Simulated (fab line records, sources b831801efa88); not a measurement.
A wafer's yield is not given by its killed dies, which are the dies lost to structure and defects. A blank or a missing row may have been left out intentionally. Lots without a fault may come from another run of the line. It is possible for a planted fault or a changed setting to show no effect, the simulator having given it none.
Which tool did it?    flow sky130    12 lots, 36 wafers sampled, at 6 steps of a route of 708

## WHAT EACH GAUGE READ, for each wafer
SKY_VT_ADJUST_PCH_OVL_MEAS_07. Usual: VT_ADJUST_PCH_OVL 0.1 nm, standard deviation 1.3.
lot   measured      on          VT_ADJUST_PCH_OVL (nm)  flag
L197  day 11 09:56  overlay-02  0.3 -0.1 -0.3           
L198  day 11 15:05  overlay-02  -0.4 0.8 -0.3           
L199  day 11 23:39  overlay-01  -0.4 -1.0 -0.7          
L201  day 12 18:12  overlay-02  -0.2 -0.3 -0.3          
L202  day 12 23:35  overlay-02  3.0 3.3 1.6             
L204  day 13 14:28  overlay-01  -1.4 -2.2 -0.3          
L212  day 16 05:26  overlay-01  -1.6 0.4 0.3            
L213  day 16 12:03  overlay-02  -0.5 0.0 0.6            
L214  day 16 19:14  overlay-01  0.1 -1.3 0.0            
L215  day 17 07:40  overlay-02  -1.5 -0.1 -1.6          
L216  day 17 16:56  overlay-01  1.2 0.2 1.9             
L217  day 17 20:10  overlay-01  1.4 1.1 -0.2            

SKY_SONOS_ONO_THK_MEAS_03. Usual: SONOS_ONO_CVD_02_THK 10.49 nm, standard deviation 0.13.
lot   measured      on             SONOS_ONO_CVD_02_THK (nm)  flag
L197  day 12 13:34  film-metro-01  10.32 10.34 10.15          
L198  day 12 18:26  film-metro-02  10.60 10.80 10.53          
L199  day 13 05:15  film-metro-02  10.61 10.52 10.61          
L201  day 14 00:08  film-metro-01  10.75 10.75 10.67          
L202  day 14 06:10  film-metro-03  10.29 10.37 10.45          
L204  day 15 01:40  film-metro-01  10.35 10.49 10.35          
L212  day 17 17:47  film-metro-02  10.51 10.49 10.53          
L213  day 17 23:10  film-metro-02  10.48 10.63 10.52          
L214  day 19 05:26  film-metro-03  10.42 10.32 10.43          
L215  day 19 05:27  film-metro-02  10.48 10.52 10.34          
L216  day 19 05:27  film-metro-01  10.38 10.29 10.45          
L217  day 19 10:50  film-metro-02  10.51 10.51 10.46          

SKY_POLY_GATE_THK_MEAS_01. Usual: POLY_GATE_CVD_00_THK 181.1 nm, standard deviation 1.5.
lot   measured      on             POLY_GATE_CVD_00_THK (nm)  flag
L197  day 15 01:02  film-metro-03  182.7 182.1 181.1          
L198  day 15 06:40  film-metro-03  182.2 183.5 182.1          
L199  day 15 19:20  film-metro-04  181.5 181.2 181.7          
L201  day 16 12:07  film-metro-02  180.3 179.5 180.3          
L202  day 16 18:49  film-metro-02  181.5 182.2 182.1          
L204  day 17 16:40  film-metro-03  167.4 166.0 165.5          OFF
L212  day 20 12:38  film-metro-03  181.1 180.1 180.1          
L213  day 20 19:10  film-metro-03  182.6 182.5 182.0          
L214  day 22 00:43  film-metro-02  179.2 179.4 178.2          
L215  day 22 03:11  film-metro-02  182.6 180.2 181.9          
L216  day 22 01:56  film-metro-03  182.3 183.5 183.1          
L217  day 22 09:35  film-metro-03  183.7 183.1 182.5          

SKY_LDD_N_TW_MEAS_17. Usual: LDD_N_TW 2595, standard deviation 21.
lot   measured      on             LDD_N_TW        flag
L197  day 18 19:28  film-metro-03  2589 2605 2618  
L198  day 19 02:07  film-metro-03  2573 2586 2578  
L199  day 20 07:06  film-metro-03  2587 2610 2606  
L201  day 20 12:19  film-metro-02  2591 2577 2584  
L202  day 20 19:22  film-metro-01  2607 2644 2618  
L204  day 22 03:58  film-metro-01  2609 2616 2614  
L212  day 24 14:40  film-metro-01  2609 2617 2620  
L213  day 24 17:28  film-metro-01  2620 2624 2617  
L214  day 25 22:50  film-metro-03  2581 2577 2601  
L215  day 26 02:28  film-metro-02  2564 2582 2566  
L216  day 26 00:44  film-metro-02  2567 2575 2565  
L217  day 26 09:28  film-metro-02  2575 2568 2575  

## WHAT TOOL EACH LOT RAN ON (gives the tool, then ch and the chambers of the sampled wafers, and finally the start)
lot   SKY_POLY_GATE_CVD_00         SKY_POLY_GATE_ETCH_17
L197  lpcvd-01 ch 1, day 14 23:14  rie-si-02 ch 0,2, day 17 10:33
L198  lpcvd-01 ch 1, day 15 04:52  rie-si-02 ch 0,1,3, day 17 17:25
L199  lpcvd-01 ch 0, day 15 18:08  rie-si-02 ch 0,1,3, day 18 21:37
L201  lpcvd-01 ch 1, day 16 10:55  rie-si-01 ch 0,1, day 19 02:51
L202  lpcvd-01 ch 1, day 16 17:36  rie-si-01 ch 0,3, day 19 08:52
L204  lpcvd-01 ch 1, day 17 15:27  rie-si-01 ch 0,1, day 20 18:42
L212  lpcvd-01 ch 0, day 20 11:26  rie-si-02 ch 0,2,3, day 23 05:15
L213  lpcvd-01 ch 1, day 20 17:58  rie-si-02 ch 0,3, day 23 09:21
L214  lpcvd-01 ch 0, day 21 23:31  rie-si-01 ch 0,2, day 24 14:59
L215  lpcvd-01 ch 0, day 22 01:58  rie-si-01 ch 0,2, day 24 18:01
L216  lpcvd-01 ch 0, day 22 00:43  rie-si-02 ch 0,1, day 24 15:55
L217  lpcvd-01 ch 0, day 22 08:23  rie-si-02 ch 0,1, day 25 01:38
- SKY_POLY_GATE_CVD_00: deposits poly-Si, target thk 180 nm, time 720 s.
- SKY_POLY_GATE_ETCH_17: etches poly-Si in HBr/Cl2, stops on SiO2, target depth 180 nm, time 70.5 s.

## AS READ BY THE TOOLS THEMSELVES (means over the sampled wafers that have a number; for cases with no such wafer, the mark the record gives instead)
SKY_POLY_GATE_CVD_00. Usual: 13.2 % for zone-power-bottom-pct, sd 0.38.
lot   tool      zone-power-bottom-pct (%)  flag
L197  lpcvd-01  12.8                       
L198  lpcvd-01  12.7                       
L199  lpcvd-01  13.5                       
L201  lpcvd-01  12.9                       
L202  lpcvd-01  12.7                       
L204  lpcvd-01  13.0                       
L212  lpcvd-01  13.5                       
L213  lpcvd-01  12.9                       
L214  lpcvd-01  13.5                       
L215  lpcvd-01  13.6                       
L216  lpcvd-01  13.5                       
L217  lpcvd-01  13.5                       

SKY_POLY_GATE_ETCH_17. Usual: drypump-motor-current-A 5.9 A, standard deviation 0.45; oes-product-au 0.990 a.u., standard deviation 0.0077; throttle-valve-pct 33.685 %, standard deviation 0.0091.
lot   tool       drypump-motor-current-A (A)  oes-product-au (a.u.)  throttle-valve-pct (%)  flag
L197  rie-si-02  5.6                          0.988                  33.679                  
L198  rie-si-02  5.6                          0.999                  33.680                  
L199  rie-si-02  5.6                          0.992                  33.687                  
L201  rie-si-01  6.3                          0.983                  33.686                  
L202  rie-si-01  6.3                          0.983                  33.679                  
L204  rie-si-01  6.2                          0.942                  33.692                  OFF
L212  rie-si-02  5.8                          0.987                  33.681                  
L213  rie-si-02  5.9                          0.998                  33.687                  
L214  rie-si-01  6.3                          0.987                  33.689                  
L215  rie-si-01  6.3                          0.990                  33.683                  
L216  rie-si-02  5.2                          0.992                  33.684                  
L217  rie-si-02  5.2                          0.994                  33.696                  

## THE ANSWER, worked out from the rows above alone
Rule: take the mean of a lot's wafers that have a number; if it is more than 3 standard deviations from the usual mean, the lot is off. A lot without any number at a reading at which 4 lots or more have one is off too. Where the step has rows for the other lots, those lots are counted as sound. The gauges are gone through in route order, then the tools' own readings, and for those a lot's mean is taken as printed above. The first step at which some lot is off is used, and at that step the reading that is off furthest; a lot without a number counts as furthest.
Off: L204, seen at SKY_POLY_GATE_THK_MEAS_01 (POLY_GATE_CVD_00_THK).
A tool fits if, at a process step before that reading, it ran every lot that is off, and no sound lot after the first of them. Not tried: the gauges at SKY_POLY_GATE_THK_MEAS_01; whatever is off there is also off at SKY_POLY_GATE_ETCH_17, on other tools, and gauge error can't account for it. Not one of the candidates tried fits.

## WHAT THE SIMULATOR HAD INSERTED
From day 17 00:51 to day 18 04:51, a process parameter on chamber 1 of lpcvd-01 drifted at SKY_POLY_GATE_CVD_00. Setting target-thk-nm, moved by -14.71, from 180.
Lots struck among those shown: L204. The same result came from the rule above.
